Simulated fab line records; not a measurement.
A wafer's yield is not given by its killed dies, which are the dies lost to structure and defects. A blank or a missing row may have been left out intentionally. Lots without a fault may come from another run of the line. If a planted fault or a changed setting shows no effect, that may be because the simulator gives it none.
Matching of chambers -- flow sky130 -- rie-diel-04 running SKY_VIA4_ETCH_12: 4 sister chambers
The step etches SiO2 in C4F8/O2/Ar, stops on TiN, target depth 580 nm. 4 wafers are shown with their chamber, then 7 later ones without.

WAFERS, EACH WITH ITS CHAMBER
wafer,chamber,oes-product-au (a.u.)
L083.1,0,0.930
L083.5,3,0.929
L092.2,2,0.930
L092.3,1,0.926

WAFERS MISSING THEIR CHAMBER
wafer,oes-product-au (a.u.)
L092.5,0.925
L093.2,0.913
L093.4,0.922
L093.5,0.933
L097.1,0.925
L097.4,0.919
L097.6,0.911

WHICH CHAMBER EACH ONE RAN IN
wafer,from the rows above,in truth
L092.5,can't be placed: 1 or 3 or 0 or 2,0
L093.2,can't be placed: 1 or 3 or 0 or 2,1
L093.4,can't be placed: 1 or 3 or 0 or 2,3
L093.5,can't be placed: 0 or 2 or 3 or 1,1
L097.1,can't be placed: 1 or 3 or 0 or 2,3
L097.4,can't be placed: 1 or 3 or 0 or 2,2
L097.6,can't be placed: 1 or 3 or 0 or 2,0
Correctly placed: 0 of 7. Not placeable from these rows: 7 (in 7, the candidates include the true chamber). Wrongly placed: 0.
How it was worked out, from the rows above alone: a wafer's distance from a chamber is the root of the sum, over the readings, of the square of ((its reading less the chamber's mean) divided by the reading's scatter). If the next closest chamber is less than 2 further off than the closest, the wafer can't be placed; otherwise it belongs to the closest. For every chamber, the mean is computed from those of its wafers that are shown. The scatter: with one shown wafer a chamber, the root of the mean of the squares of how far each hidden wafer lies from its nearest shown one.
